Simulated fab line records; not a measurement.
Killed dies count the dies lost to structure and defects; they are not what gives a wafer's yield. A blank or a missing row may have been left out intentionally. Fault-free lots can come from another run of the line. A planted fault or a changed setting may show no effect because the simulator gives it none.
Which tool was responsible? | flow gf180mcu | 33 wafers from 11 lots sampled at 7 of the route's 602 steps

WHAT THE GAUGES SHOWED, per wafer
GF_LVPWELL_OVL_MEAS_07. Usual: LVPWELL_OVL typically reads 0.3 nm, with standard deviation 1.6.
lot  | measured    | on         | LVPWELL_OVL (nm) | flag
L582 | day 4 04:43 | overlay-02 | -1.7 -0.2 -0.1   | 
L585 | day 4 22:22 | overlay-02 | -1.2 3.4 -0.8    | 
L588 | day 5 09:39 | overlay-02 | -1.0 -0.7 -0.6   | 
L591 | day 6 05:14 | overlay-01 | 0.2 0.9 -0.8     | 
L593 | day 6 21:56 | overlay-01 | -0.3 1.5 -0.9    | 
L595 | day 7 03:22 | overlay-01 | 2.4 1.5 0.4      | 
L596 | day 7 07:59 | overlay-02 | 1.7 0.7 -0.2     | 
L597 | day 7 15:02 | overlay-01 | 2.4 1.0 2.0      | 
L598 | day 7 20:06 | overlay-01 | -2.4 -2.3 -2.0   | 
L601 | day 8 13:00 | overlay-02 | 1.0 -0.6 0.8     | 
L604 | day 9 08:17 | overlay-02 | -1.6 -0.7 -1.2   | 

GF_VT_IMPLANT_RS_MEAS_49: a four-point-probe measurement. Usual: MVPSD_RS typically reads 1169.0 ohm/sq, with standard deviation 2.7.
lot  | measured     | on           | MVPSD_RS (ohm/sq)    | flag
L582 | day 7 22:21  | filmMetro-04 | 1170.7 1169.6 1174.9 | 
L585 | day 8 18:05  | filmMetro-03 | 1171.1 1173.6 1172.2 | 
L588 | day 9 10:17  | filmMetro-02 | 1163.2 1165.3 1165.2 | 
L591 | day 10 08:02 | filmMetro-02 | 1170.5 1167.8 1167.7 | 
L593 | day 11 03:46 | filmMetro-03 | 1170.2 1171.3 1175.8 | 
L595 | day 11 10:59 | filmMetro-03 | 1172.8 1168.7 1171.4 | 
L596 | day 11 17:26 | filmMetro-02 | 1168.0 1171.5 1167.4 | 
L597 | day 12 01:38 | filmMetro-03 | 1171.1 1174.9 1172.9 | 
L598 | day 12 07:33 | filmMetro-04 | 1169.1 1170.0 1170.4 | 
L601 | day 13 03:04 | filmMetro-02 | 1171.2 1165.6 1165.0 | 
L604 | day 14 02:51 | filmMetro-04 | 1168.4 1168.6 1167.9 | 

GF_DUAL_GATE_OVL_MEAS_11. Usual: DUAL_GATE_OVL typically reads 0.0 nm, with standard deviation 1.7.
lot  | measured     | on         | DUAL_GATE_OVL (nm) | flag
L582 | day 8 16:39  | overlay-02 | -0.9 0.0 0.1       | 
L585 | day 9 13:40  | overlay-02 | -0.9 1.9 -0.2      | 
L588 | day 10 05:10 | overlay-02 | -1.1 -1.7 -2.0     | 
L591 | day 11 05:44 | overlay-01 | 0.3 -1.1 -0.8      | 
L593 | day 12 01:56 | overlay-01 | -0.3 1.5 1.8       | 
L595 | day 12 07:30 | overlay-01 | 1.0 1.1 0.8        | 
L596 | day 12 15:17 | overlay-01 | 1.2 -0.4 -0.4      | 
L597 | day 12 23:56 | overlay-01 | 0.7 3.1 1.8        | 
L598 | day 13 05:24 | overlay-02 | 0.2 -0.1 -2.6      | 
L601 | day 14 03:27 | overlay-02 | 1.9 0.8 1.7        | 
L604 | day 15 02:08 | overlay-02 | 0.4 0.6 0.7        | 

GF_NSD_TW_MEAS_12. Usual: NSD_TW typically reads 4240, with standard deviation 55.
lot  | measured     | on           | NSD_TW         | flag
L582 | day 13 18:11 | filmMetro-04 | 4285 4311 4320 | 
L585 | day 14 23:02 | filmMetro-01 | 4235 4252 4240 | 
L588 | day 15 14:49 | filmMetro-03 | 4191 4194 4175 | 
L591 | day 16 19:59 | filmMetro-01 | 4257 4238 4206 | 
L593 | day 18 06:13 | filmMetro-04 | 3927 3923 3908 | OFF
L595 | day 18 01:15 | filmMetro-01 | 3866 3856 3852 | OFF
L596 | day 18 12:52 | filmMetro-03 | 4204 4203 4184 | 
L597 | day 19 00:26 | filmMetro-01 | 4268 4259 4274 | 
L598 | day 19 03:49 | filmMetro-03 | 4161 4156 4154 | 
L601 | day 20 11:05 | filmMetro-01 | 4257 4252 4237 | 
L604 | day 21 05:46 | filmMetro-03 | 4201 4187 4176 | 

GF_PSD_RS_MEAS_14: a four-point-probe measurement. Usual: NSD_RS typically reads 46.22 ohm/sq, with standard deviation 0.086.
lot  | measured     | on           | NSD_RS (ohm/sq)   | flag
L582 | day 14 15:23 | filmMetro-03 | 46.27 46.21 46.26 | 
L585 | day 15 20:29 | filmMetro-01 | 46.18 46.29 46.19 | 
L588 | day 16 13:10 | filmMetro-03 | 46.25 46.26 46.24 | 
L591 | day 17 19:44 | filmMetro-03 | 46.24 46.28 46.26 | 
L593 | day 19 06:27 | filmMetro-01 | 95.94 96.47 96.01 | OFF
L595 | day 19 01:34 | filmMetro-01 | 96.89 97.05 95.93 | OFF
L596 | day 19 13:30 | filmMetro-03 | 46.30 46.37 46.33 | 
L597 | day 20 01:13 | filmMetro-04 | 46.29 46.36 46.28 | 
L598 | day 20 04:10 | filmMetro-01 | 46.03 46.17 46.18 | 
L601 | day 21 10:56 | filmMetro-01 | 46.15 46.30 46.26 | 
L604 | day 22 05:22 | filmMetro-01 | 46.23 46.24 46.08 | 

WHAT TOOL EACH LOT RAN ON (gives the tool, then ch and the chambers of the sampled wafers, and finally the start)
lot  | GF_NSD_IMPLANT_09               | GF_NSD_STRIP_11
L582 | implanter-03 ch 0, day 13 17:49 | plasmaAsher-03 ch 0,1, day 13 18:06
L585 | implanter-02 ch 0, day 14 22:38 | plasmaAsher-01 ch 0,1, day 14 22:56
L588 | implanter-02 ch 0, day 15 14:26 | plasmaAsher-04 ch 0,1, day 15 14:43
L591 | implanter-01 ch 0, day 16 19:35 | plasmaAsher-04 ch 0,1, day 16 19:53
L593 | implanter-03 ch 0, day 18 05:49 | plasmaAsher-03 ch 0,1, day 18 06:07
L595 | implanter-03 ch 0, day 18 00:52 | plasmaAsher-04 ch 0,1, day 18 01:08
L596 | implanter-02 ch 0, day 18 12:28 | plasmaAsher-01 ch 0,1, day 18 12:46
L597 | implanter-02 ch 0, day 19 00:04 | plasmaAsher-04 ch 0,1, day 19 00:20
L598 | implanter-02 ch 0, day 19 03:26 | plasmaAsher-03 ch 0,1, day 19 03:43
L601 | implanter-01 ch 0, day 20 10:43 | plasmaAsher-03 ch 0,1, day 20 10:59
L604 | implanter-03 ch 0, day 21 05:23 | plasmaAsher-03 ch 0,1, day 21 05:40
- GF_NSD_IMPLANT_09
- GF_NSD_STRIP_11: strips in O2/N2.

AS READ BY THE TOOLS THEMSELVES (means over the sampled wafers that have a number; for cases with no such wafer, the mark the record gives instead)
GF_NSD_IMPLANT_09. Usual: beamOnS 18.3 s, standard deviation 0.89; doseIonsCm2 4e+15, standard deviation 3.7e+12; endStationPressureTorr 1.32e-05 Torr, standard deviation 8.4e-07; faradayCurrentUA 11981, standard deviation 600.
lot  | tool         | beamOnS (s) | doseIonsCm2 | endStationPressureTorr (Torr) | faradayCurrentUA | flag
L582 | implanter-03 | 18.5        | 4e+15       | 1.30e-05                      | 11863            | 
L585 | implanter-02 | 19.0        | 4e+15       | 1.29e-05                      | 11521            | 
L588 | implanter-02 | 18.7        | 4e+15       | 1.32e-05                      | 11748            | 
L591 | implanter-01 | 16.5        | 4e+15       | 1.47e-05                      | 13202            | 
L593 | implanter-03 | 10.0        | 4e+14       | 6.63e-06                      | 2224             | OFF
L595 | implanter-03 | 10.0        | 4e+14       | 6.87e-06                      | 2227             | OFF
L596 | implanter-02 | 19.3        | 4e+15       | 1.26e-05                      | 11357            | 
L597 | implanter-02 | 19.0        | 4e+15       | 1.29e-05                      | 11585            | 
L598 | implanter-02 | 18.9        | 4e+15       | 1.27e-05                      | 11599            | 
L601 | implanter-01 | 16.7        | 4e+15       | 1.50e-05                      | 13066            | 
L604 | implanter-03 | 18.5        | 4e+15       | 1.30e-05                      | 11861            | 

GF_NSD_STRIP_11. Usual: drypumpMotorCurrentA 5.7 A, standard deviation 0.43; heaterPowerW 360 W, standard deviation 31; oesProductAu 0.487 a.u., standard deviation 0.0047; stripTimeToEndpointS 22.95 s, standard deviation 0.04.
lot  | tool           | drypumpMotorCurrentA (A) | heaterPowerW (W) | oesProductAu (a.u.) | stripTimeToEndpointS (s) | flag
L582 | plasmaAsher-03 | 6.0                      | 392              | 0.488               | 22.98                    | 
L585 | plasmaAsher-01 | 5.7                      | 340              | 0.492               | 22.96                    | 
L588 | plasmaAsher-04 | 5.5                      | 356              | 0.485               | 22.96                    | 
L591 | plasmaAsher-04 | 5.5                      | 362              | 0.486               | 22.95                    | 
L593 | plasmaAsher-03 | 6.1                      | 365              | 0.601               | 15.79                    | OFF
L595 | plasmaAsher-04 | 5.2                      | 350              | 0.602               | 15.72                    | OFF
L596 | plasmaAsher-01 | 5.7                      | 333              | 0.484               | 22.92                    | 
L597 | plasmaAsher-04 | 5.2                      | 346              | 0.487               | 22.94                    | 
L598 | plasmaAsher-03 | 6.0                      | 361              | 0.487               | 22.97                    | 
L601 | plasmaAsher-03 | 6.1                      | 388              | 0.487               | 22.93                    | 
L604 | plasmaAsher-03 | 6.0                      | 385              | 0.482               | 22.98                    | 

THE ANSWER, worked out from the rows above alone
Rule: a lot is off if the mean of its wafers that have a number lies more than 3 standard deviations from the usual mean. A lot without any number at a reading at which 4 lots or more have one is off too. Where the step has rows for the other lots, those lots are counted as sound. First the gauges in route order, then the tools' own readings, where a lot's mean is used as printed above. At the first step where some lot is off, the reading lying furthest off is the one used; lots without a number count as furthest.
Off: L593, L595, seen at GF_NSD_TW_MEAS_12 (NSD_TW).
If a tool, at a process step before that reading, ran all the lots that are off and no sound lot after the first of them, it fits. Not tried: the gauges at GF_NSD_TW_MEAS_12; whatever is off there is also off at GF_NSD_IMPLANT_09, on other tools, and gauge error can't account for it. No candidate that was tried fits.

WHAT THE SIMULATOR HAD INSERTED
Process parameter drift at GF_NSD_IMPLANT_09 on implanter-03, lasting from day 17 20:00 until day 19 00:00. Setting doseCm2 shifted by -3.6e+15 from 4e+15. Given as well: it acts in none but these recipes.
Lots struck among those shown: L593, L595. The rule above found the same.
